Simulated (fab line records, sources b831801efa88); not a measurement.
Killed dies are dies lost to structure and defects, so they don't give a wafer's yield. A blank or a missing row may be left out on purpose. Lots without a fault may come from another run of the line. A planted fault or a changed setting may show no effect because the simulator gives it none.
Which tool did it? | flow gf180mcu | 11 lots, 33 wafers sampled, at 1 step of a route of 602

WHAT THE GAUGES READ, wafer by wafer
GF_M2_THK_MEAS_06: measures by xrf.
lot  | measured     | on            | M2_ALCU_THK (nm)
L720 | day 18 09:26 | film_metro-04 | 426 433 434
L724 | day 20 06:55 | film_metro-01 | 434 441 444
L726 | day 21 08:11 | film_metro-04 | 446 433 437
L727 | day 22 02:43 | film_metro-04 | 433 442 444
L729 | day 22 06:22 | film_metro-01 | 446 451 444
L730 | day 22 16:11 | film_metro-01 | 440 448 443
L738 | day 24 23:02 | film_metro-04 | 437 433 433
L740 | day 25 13:03 | film_metro-04 | 438 429 427
L741 | day 25 18:52 | film_metro-04 | 450 437 441
L742 | day 26 08:42 | film_metro-04 | 445 437 438
L743 | day 26 14:53 | film_metro-01 | 447 443 442

WHICH TOOL RAN EACH LOT (tool, then ch and the chambers of the sampled wafers, then the start)
The record holds no process step before these readings.

WHAT THE TOOLS THEMSELVES READ (means of the sampled wafers that have a number; where no wafer has one, the mark that the record gives instead)
The record holds no such reading with a usual standard deviation.

THE ANSWER, worked out from the rows above alone
Rule: what is usual is taken from the lots themselves. Put in order of their means at a reading, lots are off if they are a third of the lots or fewer, leave a main group of 4 or more, and stand apart from it by a gap of 3 or more times the standard deviation of the main group's means; of several such gaps the widest counts. A main group whose means are all the same, to the digits that the tables above print for the reading, isn't used. A lot without any number at a reading at which 4 lots or more have one is off too. The other lots that the step has rows for count as sound. The gauges are gone through in route order, then the tools' own readings, and for those a lot's mean is taken as printed above. The first step at which some lot is off is used, and at that step the reading that is off furthest; a lot without a number counts as furthest.
No lot is off at any reading shown: from this, nothing can be told.

WHAT THE SIMULATOR HAD PUT IN
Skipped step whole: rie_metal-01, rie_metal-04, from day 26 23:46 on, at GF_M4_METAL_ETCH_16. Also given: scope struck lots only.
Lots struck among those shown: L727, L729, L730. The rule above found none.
